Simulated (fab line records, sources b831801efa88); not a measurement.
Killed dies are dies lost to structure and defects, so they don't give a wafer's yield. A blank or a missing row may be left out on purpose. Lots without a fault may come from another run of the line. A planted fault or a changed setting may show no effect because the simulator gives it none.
One fault seen from 2 desks | flow sky130 | each desk has only its own numbers; what lay behind them comes last

THE METROLOGY DESK
What the gauges read, lot by lot, whatever tool the lot ran on: means of the sampled wafers that have a number. A lot is out of limits, marked OUT, if its mean lies more than 4 standard deviations from the usual mean; the brackets give that distance.
Columns: A = VT_ADJUST_HVTR_TW at SKY_VT_ADJUST_HVTR_TW_MEAS_11, usual 213.3
lot  | first seen here | A
L625 | day 9 12:16     | 214.8
L626 | day 9 13:56     | 211.7
L632 | day 11 10:58    | 212.9
L633 | day 12 02:04    | 213.8
L634 | day 12 04:03    | 211.7
L635 | day 12 07:07    | 214.2
L636 | day 12 08:53    | 213.5
L637 | day 13 04:00    | 214.5
L643 | day 14 14:33    | 211.8
L644 | day 15 03:56    | 213.3
L645 | day 15 08:30    | 211.2
L646 | day 15 16:23    | 214.7
L647 | day 15 18:05    | 213.4
L648 | day 16 05:50    | 213.9
This desk's finding: nothing out of limits on any of the 14 lots.

THE TOOL OWNER'S DESK: iline_stepper-02
The tool's own readings at SKY_VT_ADJUST_HVTP_EXPOSE_04 (exposes mask HVTPM, target cd 380 nm): means of the sampled wafers that have a number, for each lot that ran on this tool. A lot is out of limits, marked OUT, if its mean lies more than 4 standard deviations from the usual mean; the brackets give that distance.
Columns: A = exposure_dose_mJ_cm2 at SKY_VT_ADJUST_HVTP_EXPOSE_04, usual 139.98; B = focus_offset_nm at SKY_VT_ADJUST_HVTP_EXPOSE_04, usual -0.1 nm
lot  | first seen here | A      | B
L625 | day 5 18:14     | 139.96 | -0.1
L626 | day 5 21:39     | 139.96 | 0.3
L633 | day 7 22:30     | 139.97 | -0.9
L634 | day 8 03:23     | 139.99 | 0.3
L636 | day 8 10:58     | 139.88 | -0.2
L646 | day 11 00:46    | 139.94 | 0.8
L647 | day 11 01:32    | 139.68 | -0.6
L648 | day 11 11:11    | 140.00 | 0.1
This desk's finding: nothing out of limits on any of the 8 lots.

PUT TOGETHER
The metrology desk saw nothing out of limits.
The tool owner's desk saw nothing out of limits.

WHAT THE SIMULATOR HAD PUT IN
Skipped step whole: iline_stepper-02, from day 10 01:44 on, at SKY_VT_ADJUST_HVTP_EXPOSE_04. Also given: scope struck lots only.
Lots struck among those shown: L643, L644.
